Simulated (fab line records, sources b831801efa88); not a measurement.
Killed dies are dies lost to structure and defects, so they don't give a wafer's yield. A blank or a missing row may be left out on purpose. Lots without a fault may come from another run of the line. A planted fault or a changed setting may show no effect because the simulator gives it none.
Chamber matching | flow sky130 | SKY_METAL4_ETCH_17 on rie_diel-04: 4 sister chambers
The step etches SiO2 in C4F8/O2/Ar, stops on TiN, time 3.9 s, target depth 15 nm. 7 wafers are shown with their chamber, then 8 later ones without.

WAFERS WITH THEIR CHAMBER
wafer  | chamber | rf_fwd_power_W (W) | oes_product_au (a.u.)
L078.3 | 2       | 1469               | 0.764
L083.3 | 1       | 1473               | 0.761
L083.5 | 2       | 1463               | 0.764
L087.5 | 0       | 1459               | 0.758
L088.2 | 0       | 1458               | 0.757
L088.5 | 3       | 1473               | 0.761
L089.2 | 3       | 1467               | 0.743

WAFERS WITHOUT THEIR CHAMBER
wafer  | rf_fwd_power_W (W) | oes_product_au (a.u.)
L089.4 | 1462               | 0.760
L089.6 | 1470               | 0.755
L094.1 | 1469               | 0.762
L094.5 | 1469               | 0.765
L094.6 | 1460               | 0.766
L095.3 | 1468               | 0.746
L095.4 | 1466               | 0.763
L095.6 | 1459               | 0.752

WHICH CHAMBER EACH WENT THROUGH
wafer  | from the rows above          | in truth
L089.4 | can't be placed: 0 or 2 or 3 | 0
L089.6 | can't be placed: 3 or 1 or 2 | 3
L094.1 | can't be placed: 2 or 1 or 3 | 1
L094.5 | can't be placed: 2 or 1 or 3 | 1
L094.6 | can't be placed: 0 or 2      | 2
L095.3 | can't be placed: 3 or 1 or 2 | 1
L095.4 | can't be placed: 2 or 3 or 1 | 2
L095.6 | can't be placed: 0 or 2      | 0
Placed correctly: 0 of 8. Can't be placed from these rows: 8 (the true chamber is among the candidates in 8). Placed wrongly: 0.
How it was worked out, from the rows above alone: a wafer's distance from a chamber is the root of the sum, over the readings, of the square of ((its reading less the chamber's mean) divided by the reading's scatter). The wafer belongs to the nearest chamber; if the next one is less than 2 further off, it can't be placed. A chamber's mean is the mean of its shown wafers. The scatter: the root of (the sum of the squares of (reading less its chamber's mean) over the shown wafers, divided by (wafers less chambers)).
